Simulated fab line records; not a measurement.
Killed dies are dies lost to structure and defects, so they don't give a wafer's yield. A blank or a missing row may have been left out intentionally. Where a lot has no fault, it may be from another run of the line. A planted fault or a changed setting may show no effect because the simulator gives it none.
Which tool is to blame? :: flow gf180mcu :: Sampling: 12 lots, 36 wafers, 2 of 602 route steps

== WHAT THE GAUGES SHOWED, per wafer ==
GF_M4_OVL_MEAS_15.
lot: L075
measured: day 24 04:52
on: overlay-01
M4_OVL (nm): 5 6 -2

lot: L076
measured: day 24 10:47
on: overlay-01
M4_OVL (nm): 5 4 -6

lot: L079
measured: day 25 04:11
on: overlay-01
M4_OVL (nm): 2 9 2

lot: L081
measured: day 25 20:28
on: overlay-02
M4_OVL (nm): -5 -2 -2

lot: L083
measured: day 26 18:41
on: overlay-02
M4_OVL (nm): 1 -2 -2

lot: L085
measured: day 27 08:34
on: overlay-02
M4_OVL (nm): 8 5 -1

lot: L087
measured: day 28 02:08
on: overlay-01
M4_OVL (nm): -6 -6 -8

lot: L088
measured: day 28 16:41
on: overlay-01
M4_OVL (nm): -5 -1 -3

lot: L090
measured: day 29 05:52
on: overlay-01
M4_OVL (nm): -1 3 -1

lot: L093
measured: day 29 21:55
on: overlay-01
M4_OVL (nm): -2 -4 -9

lot: L094
measured: day 30 02:31
on: overlay-02
M4_OVL (nm): -9 -8 -4

lot: L097
measured: day 30 19:01
on: overlay-01
M4_OVL (nm): 0 -6 -8

== TOOL THAT RAN EACH LOT (tool first, then ch and the chambers of the sampled wafers, then the start) ==
lot: L075
GF_V2_CVD_02: pecvd-01 ch 0,1,2, day 19 20:11

lot: L076
GF_V2_CVD_02: pecvd-01 ch 1,2, day 20 08:38

lot: L079
GF_V2_CVD_02: pecvd-01 ch 0,2, day 21 04:48

lot: L081
GF_V2_CVD_02: pecvd-03 ch 0,1,2, day 21 22:05

lot: L083
GF_V2_CVD_02: pecvd-01 ch 0,1,2, day 22 21:29

lot: L085
GF_V2_CVD_02: pecvd-03 ch 0,1, day 23 12:45

lot: L087
GF_V2_CVD_02: pecvd-04 ch 1,2, day 24 08:23

lot: L088
GF_V2_CVD_02: pecvd-03 ch 0,1,2, day 25 00:35

lot: L090
GF_V2_CVD_02: pecvd-04 ch 0,1,2, day 25 15:18

lot: L093
GF_V2_CVD_02: pecvd-01 ch 0,1, day 26 10:26

lot: L094
GF_V2_CVD_02: pecvd-04 ch 0,1,2, day 26 13:57

lot: L097
GF_V2_CVD_02: pecvd-04 ch 1,2, day 27 09:12
- GF_V2_CVD_02: deposits SiO2 from TEOS, target thk 850 nm, time 94.851 s.

== THE ANSWER, worked out from the rows above alone ==
Rule: what is usual is taken from the lots themselves. The widest of any qualifying gaps counts: lots, ordered by their means at a reading, are off when they make up no more than a third of the lots, leave a main group of 4 or more, and stand apart from it by 3 or more times the standard deviation of that group's means. The tables above print the reading to a certain number of digits; a main group whose means all agree to those digits is not used. A lot without any number at a reading at which 4 lots or more have one is off too. The other lots that the step has rows for count as sound.
Across all readings shown, no lot is off: no conclusion can be drawn from this.

== WHAT THE SIMULATOR HAD PUT IN ==
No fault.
